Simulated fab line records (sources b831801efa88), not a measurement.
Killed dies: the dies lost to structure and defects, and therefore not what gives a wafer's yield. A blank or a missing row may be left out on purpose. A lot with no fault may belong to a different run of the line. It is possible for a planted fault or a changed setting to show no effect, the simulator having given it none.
2 desks, one fault || flow sky130 || numbers are kept per desk, each desk with only its own; the story behind them comes last

== THE TOOL OWNER'S DESK: rie metal-04 ==
The tool's own readings at SKY_METAL2_ETCH_18 (etches BARC in N2/H2, stops on SiO2, time 45.9 s, target depth 60 nm): means of the sampled wafers that have a number, for each lot that ran on this tool. Any lot whose mean is over 4 standard deviations away from the usual mean is out of limits and marked OUT; that distance is given in the brackets.
Columns: A = drypump motor current A at SKY_METAL2_ETCH_18, usual 5.6 A; B = h2 flow sccm at SKY_METAL2_ETCH_18, usual 200.1 sccm; C = oes product au at SKY_METAL2_ETCH_18, usual 0.854 a.u.; D = throttle valve pct at SKY_METAL2_ETCH_18, usual 13.225 %
{"lot": "L780", "first seen here": "day 36 04:08", "A": 5.1, "B": 200.1, "C": 0.859, "D": 13.222}
{"lot": "L789", "first seen here": "day 38 21:37", "A": 5.3, "B": 199.9, "C": 0.859, "D": 13.217}
{"lot": "L792", "first seen here": "day 40 03:01", "A": 5.1, "B": 199.9, "C": 0.850, "D": 13.226}
This desk's verdict: no lot among the 3 shows anything out of limits.

== FROM THE METROLOGY DESK ==
What the gauges read for every lot (on any tool): the sampled wafers with a number, averaged. Any lot whose mean is over 4 standard deviations away from the usual mean is out of limits and marked OUT; that distance is given in the brackets.
Columns: A = METAL2_ALCU_THK at SKY_METAL2_THK_MEAS_06, usual 251 nm; B = cd nm at SKY_METAL2_CD_MEAS_15, usual 140.2 nm; C = METAL2_OVL at SKY_METAL2_OVL_MEAS_16, usual -2 nm
{"lot": "L780", "first seen here": "day 35 01:45", "A": 251, "B": 139.0, "C": -13}
{"lot": "L786", "first seen here": "day 37 01:13", "A": 247, "B": 142.3, "C": -8}
{"lot": "L789", "first seen here": "day 37 19:58", "A": 251, "B": 139.1, "C": -9}
{"lot": "L790", "first seen here": "day 38 06:07", "A": 250, "B": 140.7, "C": 1}
{"lot": "L792", "first seen here": "day 39 02:32", "A": 250, "B": 138.4, "C": 0}
{"lot": "L796", "first seen here": "day 40 07:32", "A": 255, "B": 141.9, "C": 6}
This desk's verdict: no lot among the 6 shows anything out of limits.

== TAKEN TOGETHER ==
The tool owner's desk saw nothing out of limits.
At the metrology desk, nothing out of limits was observed.

== WHAT HAD BEEN PUT IN BY THE SIMULATOR ==
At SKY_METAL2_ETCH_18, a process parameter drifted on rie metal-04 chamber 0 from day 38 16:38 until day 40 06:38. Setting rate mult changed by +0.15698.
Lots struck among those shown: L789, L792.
